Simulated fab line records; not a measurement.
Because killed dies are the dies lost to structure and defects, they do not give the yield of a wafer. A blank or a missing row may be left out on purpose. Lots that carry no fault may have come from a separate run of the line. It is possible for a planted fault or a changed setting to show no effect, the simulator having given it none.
Which tool did it? :: flow sky130 :: 24 lots, 72 wafers sampled, at 3 steps of a route of 708

WHAT THE GAUGES READ, wafer by wafer
SKY_FIELD_ISO_CD_MEAS_13: the cd target is 150 nm. Usual: 149.9 nm for cd-nm, sd 1.5.
lot: L074
measured: day 2 06:07
on: cd-sem-01
cd-nm (nm): 150.5 149.6 151.4
flag: 

lot: L075
measured: day 2 08:39
on: cd-sem-02
cd-nm (nm): 147.9 148.3 148.6
flag: 

lot: L076
measured: day 2 17:56
on: cd-sem-02
cd-nm (nm): 151.3 150.9 153.2
flag: 

lot: L077
measured: day 2 22:08
on: cd-sem-02
cd-nm (nm): 151.1 149.9 150.2
flag: 

lot: L078
measured: day 3 06:31
on: cd-sem-01
cd-nm (nm): 150.3 148.2 147.3
flag: 

lot: L079
measured: day 3 09:10
on: cd-sem-01
cd-nm (nm): 148.7 147.1 148.1
flag: 

lot: L080
measured: day 3 16:50
on: cd-sem-02
cd-nm (nm): 149.0 148.7 148.8
flag: 

lot: L082
measured: day 3 23:22
on: cd-sem-02
cd-nm (nm): 151.0 150.4 151.3
flag: 

lot: L081
measured: day 3 23:44
on: cd-sem-02
cd-nm (nm): 151.6 149.7 151.8
flag: 

lot: L083
measured: day 4 04:23
on: cd-sem-02
cd-nm (nm): 149.3 149.3 148.9
flag: 

lot: L084
measured: day 4 08:16
on: cd-sem-02
cd-nm (nm): 150.5 150.4 151.4
flag: 

lot: L085
measured: day 4 13:05
on: cd-sem-02
cd-nm (nm): 149.3 149.6 148.7
flag: 

lot: L086
measured: day 4 20:05
on: cd-sem-02
cd-nm (nm): 150.6 151.8 152.6
flag: 

lot: L087
measured: day 5 07:55
on: cd-sem-02
cd-nm (nm): 150.8 150.3 149.3
flag: 

lot: L088
measured: day 5 08:39
on: cd-sem-02
cd-nm (nm): 149.3 148.1 148.3
flag: 

lot: L089
measured: day 5 13:43
on: cd-sem-01
cd-nm (nm): 148.1 148.8 149.8
flag: 

lot: L090
measured: day 5 18:19
on: cd-sem-02
cd-nm (nm): 153.2 152.1 153.0
flag: 

lot: L091
measured: day 5 20:19
on: cd-sem-02
cd-nm (nm): 149.5 149.6 150.6
flag: 

lot: L092
measured: day 6 01:24
on: cd-sem-01
cd-nm (nm): 152.1 151.2 151.2
flag: 

lot: L093
measured: day 6 07:47
on: cd-sem-02
cd-nm (nm): 147.3 147.6 146.5
flag: 

lot: L094
measured: day 6 14:45
on: cd-sem-02
cd-nm (nm): 149.0 147.6 149.8
flag: 

lot: L095
measured: day 6 18:17
on: cd-sem-02
cd-nm (nm): 150.3 149.6 148.5
flag: 

lot: L096
measured: day 7 02:19
on: cd-sem-01
cd-nm (nm): 150.2 149.2 149.9
flag: 

lot: L097
measured: day 7 05:16
on: cd-sem-01
cd-nm (nm): 151.5 149.7 150.0
flag: 

SKY_SONOS_ONO_THK_MEAS_05. Usual: SONOS_ONO_CVD_04_THK typically reads 5.69 nm, with standard deviation 0.11.
lot: L074
measured: day 11 13:27
on: film-metro-02
SONOS_ONO_CVD_04_THK (nm): 5.61 5.53 5.47
flag: 

lot: L075
measured: day 11 19:42
on: film-metro-03
SONOS_ONO_CVD_04_THK (nm): 5.56 5.49 5.51
flag: 

lot: L076
measured: day 12 03:04
on: film-metro-02
SONOS_ONO_CVD_04_THK (nm): 5.63 5.62 5.58
flag: 

lot: L077
measured: day 12 09:58
on: film-metro-02
SONOS_ONO_CVD_04_THK (nm): 5.73 5.73 5.75
flag: 

lot: L078
measured: day 13 03:10
on: film-metro-04
SONOS_ONO_CVD_04_THK (nm): 5.62 5.72 5.53
flag: 

lot: L079
measured: day 13 10:05
on: film-metro-04
SONOS_ONO_CVD_04_THK (nm): 5.62 5.57 5.51
flag: 

lot: L080
measured: day 13 14:31
on: film-metro-04
SONOS_ONO_CVD_04_THK (nm): 5.64 5.60 5.71
flag: 

lot: L082
measured: day 14 05:50
on: film-metro-02
SONOS_ONO_CVD_04_THK (nm): 5.62 5.60 5.52
flag: 

lot: L081
measured: day 14 05:51
on: film-metro-03
SONOS_ONO_CVD_04_THK (nm): 5.77 5.67 5.69
flag: 

lot: L083
measured: day 14 13:51
on: film-metro-02
SONOS_ONO_CVD_04_THK (nm): 5.61 5.68 5.65
flag: 

lot: L084
measured: day 14 16:15
on: film-metro-04
SONOS_ONO_CVD_04_THK (nm): 5.63 5.66 5.70
flag: 

lot: L085
measured: day 15 02:25
on: film-metro-04
SONOS_ONO_CVD_04_THK (nm): 5.64 5.57 5.62
flag: 

lot: L086
measured: day 15 12:25
on: film-metro-02
SONOS_ONO_CVD_04_THK (nm): 5.72 5.79 5.68
flag: 

lot: L087
measured: day 16 12:35
on: film-metro-03
SONOS_ONO_CVD_04_THK (nm): 5.76 5.67 5.69
flag: 

lot: L088
measured: day 16 14:59
on: film-metro-03
SONOS_ONO_CVD_04_THK (nm): 5.94 5.93 6.06
flag: 

lot: L089
measured: day 17 03:05
on: film-metro-03
SONOS_ONO_CVD_04_THK (nm): 5.93 5.84 5.80
flag: 

lot: L090
measured: day 17 09:10
on: film-metro-04
SONOS_ONO_CVD_04_THK (nm): 5.73 5.73 5.67
flag: 

lot: L091
measured: day 17 09:08
on: film-metro-02
SONOS_ONO_CVD_04_THK (nm): 5.67 5.67 5.70
flag: 

lot: L092
measured: day 17 16:07
on: film-metro-03
SONOS_ONO_CVD_04_THK (nm): 5.72 5.75 5.59
flag: 

lot: L093
measured: day 17 20:10
on: film-metro-02
SONOS_ONO_CVD_04_THK (nm): 5.73 5.82 5.81
flag: 

lot: L094
measured: day 18 08:25
on: film-metro-04
SONOS_ONO_CVD_04_THK (nm): 5.71 5.65 5.83
flag: 

lot: L095
measured: day 18 13:58
on: film-metro-02
SONOS_ONO_CVD_04_THK (nm): 5.76 5.75 5.80
flag: 

lot: L096
measured: day 19 05:51
on: film-metro-02
SONOS_ONO_CVD_04_THK (nm): 5.77 5.91 5.66
flag: 

lot: L097
measured: day 19 08:41
on: film-metro-02
SONOS_ONO_CVD_04_THK (nm): 5.53 5.56 5.51
flag: 

SKY_SD_P_OVL_MEAS_08. Usual: SD_P_OVL typically reads 0.9 nm, with standard deviation 1.3.
lot: L074
measured: day 25 05:02
on: overlay-01
SD_P_OVL (nm): -0.7 0.6 -0.8
flag: 

lot: L075
measured: day 25 11:50
on: overlay-01
SD_P_OVL (nm): 4.2 3.0 1.9
flag: 

lot: L076
measured: day 26 03:00
on: overlay-01
SD_P_OVL (nm): 1.5 1.3 0.4
flag: 

lot: L077
measured: day 26 08:54
on: overlay-02
SD_P_OVL (nm): 0.9 1.1 -0.5
flag: 

lot: L078
measured: day 27 06:42
on: overlay-01
SD_P_OVL (nm): 1.1 1.3 -0.8
flag: 

lot: L079
measured: day 27 18:32
on: overlay-01
SD_P_OVL (nm): 0.5 0.6 0.2
flag: 

lot: L080
measured: day 27 21:09
on: overlay-02
SD_P_OVL (nm): 0.7 0.3 -0.2
flag: 

lot: L082
measured: day 28 07:39
on: overlay-01
SD_P_OVL (nm): 3.1 1.3 3.0
flag: 

lot: L081
measured: day 28 09:37
on: overlay-02
SD_P_OVL (nm): -1.4 -0.8 0.3
flag: 

lot: L083
measured: day 28 20:41
on: overlay-01
SD_P_OVL (nm): 3.6 3.5 3.7
flag: 

lot: L084
measured: day 28 20:35
on: overlay-02
SD_P_OVL (nm): 1.5 1.6 1.0
flag: 

lot: L085
measured: day 29 06:54
on: overlay-01
SD_P_OVL (nm): -0.6 -1.5 0.6
flag: 

lot: L086
measured: day 29 13:32
on: overlay-02
SD_P_OVL (nm): -1.3 1.1 0.1
flag: 

lot: L087
measured: day 30 18:14
on: overlay-02
SD_P_OVL (nm): 1.2 0.8 0.5
flag: 

lot: L088
measured: day 30 16:50
on: overlay-01
SD_P_OVL (nm): -1.5 -0.7 -0.5
flag: 

lot: L089
measured: day 31 03:29
on: overlay-01
SD_P_OVL (nm): 0.5 0.2 -0.9
flag: 

lot: L090
measured: day 31 09:27
on: overlay-02
SD_P_OVL (nm): 1.2 1.3 1.5
flag: 

lot: L091
measured: day 31 09:44
on: overlay-01
SD_P_OVL (nm): 1.7 3.3 1.6
flag: 

lot: L092
measured: day 31 17:09
on: overlay-01
SD_P_OVL (nm): -0.5 -0.5 0.9
flag: 

lot: L093
measured: day 31 19:26
on: overlay-02
SD_P_OVL (nm): 0.7 0.3 1.1
flag: 

lot: L094
measured: day 32 06:02
on: overlay-02
SD_P_OVL (nm): 0.2 -0.8 -1.0
flag: 

lot: L095
measured: day 32 12:44
on: overlay-01
SD_P_OVL (nm): 2.1 3.0 2.5
flag: 

lot: L096
measured: day 33 05:53
on: overlay-01
SD_P_OVL (nm): 0.3 0.3 -0.9
flag: 

lot: L097
measured: day 33 07:41
on: overlay-01
SD_P_OVL (nm): 1.8 0.9 0.8
flag: 

WHICH TOOL RAN EACH LOT (tool, then ch and the chambers of the sampled wafers, then the start)
The record shows no process step preceding these readings.

AS READ BY THE TOOLS THEMSELVES (means over the sampled wafers that have a number; for cases with no such wafer, the mark the record gives instead)
The record holds no such reading with a usual standard deviation.

THE ANSWER, worked out from the rows above alone
Rule: a lot is off if the mean of its wafers that have a number lies more than 3 standard deviations from the usual mean. Also off: a lot with no number at a reading for which 4 or more lots have one. The other lots that the step has rows for count as sound. Order of review: gauges by route order, followed by the tools' own readings, for which a lot's mean as printed above is used. The first step at which some lot is off is used, and at that step the reading that is off furthest; a lot without a number counts as furthest.
Across all readings shown, no lot is off: no conclusion can be drawn from this.

WHAT HAD BEEN PUT IN BY THE SIMULATOR
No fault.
